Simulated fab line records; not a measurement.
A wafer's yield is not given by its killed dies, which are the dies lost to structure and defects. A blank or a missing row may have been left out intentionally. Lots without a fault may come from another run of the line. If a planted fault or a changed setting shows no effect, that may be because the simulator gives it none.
A lot that was struck, set against a sound lot ; flow gf180mcu ; 29 out of 602 route steps
Sound: wafers L426.1, L426.2, L426.3. Struck: wafer L430.5 (L430.2, L430.4, from the same lot, were not struck and are left out); the cause is given at the end.
At each step with rows: each side's tool, then ch and its chambers, then its first start. Under that, the readings that differ: sound wafers ; struck wafers ; difference of the means ; sigmas: that difference in standard deviations of wafers without a fault.
alike: a reading whose means differ by less than 2 such deviations, as well as words and numbers matching on both sides. not compared: withheld readings; readings where some wafer has no value; bounds like >300 that might hide an equal value; numbers whose values overlap and for which the record gives no deviation.
A row with sigmas, a row that says differs or no value, or rows on one side alone: a step with any of these is where the two part. Non-overlapping numbers with no deviation appear without sigmas and do not part them. A reading that every wafer of one side lacks parts them only if that side has two wafers or more.

first, 3 steps without rows for these wafers: GF_V5_STRIP_19 (strips in post etch residue remover, time 1200 s); GF_V5_CLEAN_20 (cleans in DIW); GF_V5_SPUTTER_21 (material Ti, target thk 15 nm, time 80.02 s).
GF_V5_SPUTTER_22: material TiN, target thk 10 nm, time 40 s.
  sound on pvdSputter-02 at day 27 03:00; struck on pvdSputter-02 at day 28 15:58
  alike: throttleValvePct
then, 1 step without rows for these wafers: GF_V5_CVD_23 (deposits W, target thk 350 nm, time 104.9 s).
GF_V5_RS_MEAS_24: uses a four-point probe to measure.
  sound on filmMetro-03 at day 27 03:09; struck on filmMetro-01 at day 28 16:08
  alike: V5_W_RS
GF_V5_THK_MEAS_25: measures by xrf.
  sound on filmMetro-03 at day 27 03:16; struck on filmMetro-01 at day 28 16:14
reading;sound;struck;difference;sigmas
V5_W_THK (nm);364 363 367;346;-19;-3
then, 1 step without rows for these wafers: GF_V5_CMP_26 (polishes, stops on SiO2, t overpolish 15 s, target thk 0 nm).
GF_TOP_METAL_SPUTTER_00: material Ti, target thk 37.5 nm, time 150 s.
  sound on pvdSputter-04 at day 27 03:38; struck on pvdSputter-03 at day 28 16:35
  alike: throttleValvePct
GF_TOP_METAL_SPUTTER_01: material TiN, target thk 30 nm, time 25 s.
  sound on pvdSputter-04 at day 27 03:44; struck on pvdSputter-03 at day 28 16:41
  alike: throttleValvePct
then, 1 step without rows for these wafers: GF_TOP_METAL_SPUTTER_02 (material AlCu, target thk 900 nm, time 47.82 s).
GF_TOP_METAL_SPUTTER_03: material Ti, target thk 5 nm, time 3.3 s.
  sound on pvdSputter-04 at day 27 03:49; struck on pvdSputter-03 at day 28 16:46
  alike: throttleValvePct
GF_TOP_METAL_SPUTTER_04: material TiN, target thk 25 nm, time 20.8 s.
  sound on pvdSputter-04 at day 27 03:50; struck on pvdSputter-03 at day 28 16:47
reading;sound;struck;difference;sigmas
model.TiN_of_TOP_METAL_SPUTTER_04.thkNm (nm);25.09 25.04 25.12;37.87;+12.79;
  alike: throttleValvePct
GF_TOP_METAL_RS_MEAS_05: uses a four-point probe to measure.
  sound on filmMetro-01 at day 27 03:51; struck on filmMetro-02 at day 28 16:50
  alike: TOP_METAL_ALCU_RS
GF_TOP_METAL_THK_MEAS_06: measures by xrf.
  sound on filmMetro-01 at day 27 03:58; struck on filmMetro-02 at day 28 16:56
  alike: TOP_METAL_ALCU_THK
then, 7 steps without rows for these wafers: GF_TOP_METAL_DEHYDRATE_07 (time 60 s); GF_TOP_METAL_HMDS_08 (prime time 60 s); GF_TOP_METAL_COAT_09 (resist thk 1500 nm); GF_TOP_METAL_SOFTBAKE_10 (time 60 s); GF_TOP_METAL_EXPOSE_11 (exposes mask MetalTop, target cd 440 nm); GF_TOP_METAL_PEB_12; GF_TOP_METAL_DEVELOP_13 (develop time 60 s).
GF_TOP_METAL_CD_MEAS_14: target cd 440 nm.
  sound on cdSem-01 at day 27 23:18; struck on cdSem-02 at day 29 11:58
  alike: cdNm
GF_TOP_METAL_OVL_MEAS_15:
  sound on overlay-01 at day 27 23:25; struck on overlay-02 at day 29 12:04
  alike: TOP_METAL_OVL
then, 1 step without rows for these wafers: GF_TOP_METAL_METAL_ETCH_16 (etches the open film in Cl2/BCl3, stops on SiO2, target depth 1197 nm, time 199.5 s).
GF_TOP_METAL_STRIP_17: strips in O2/N2.
  sound on plasmaAsher-02 ch 0,1, day 27 23:39; struck on plasmaAsher-01 ch 0, day 29 12:17
  alike: drypumpMotorCurrentA, heaterPowerW, oesProductAu, stripTimeToEndpointS
  not compared: rfHoursCounterH
GF_TOP_METAL_STRIP_18: strips in post etch residue remover, time 1200 s.
  sound on wetBench-01 ch 3, day 27 23:45; struck on wetBench-02 ch 3, day 29 12:23
reading;sound;struck;difference;sigmas
bathGuardTempC (C);73.5 73.2 73.5;71.6;-1.8;-3
model.TiN_of_TOP_METAL_SPUTTER_04.thkNm (nm);24.67 24.62 24.7;37.45;+12.79;
  alike: bathHeatDutyPct
then, 1 step without rows for these wafers: GF_TOP_METAL_CLEAN_19 (cleans in DIW).
GF_PASSIVATION_PROBE_99:
  record: rows for the struck wafers here (prober-01, day 30 09:26), none for the sound ones

== WHERE THEY PART ==
Last at GF_PASSIVATION_PROBE_99 as far as this record goes, first at GF_V5_THK_MEAS_25.

WHY: what the simulator had put in
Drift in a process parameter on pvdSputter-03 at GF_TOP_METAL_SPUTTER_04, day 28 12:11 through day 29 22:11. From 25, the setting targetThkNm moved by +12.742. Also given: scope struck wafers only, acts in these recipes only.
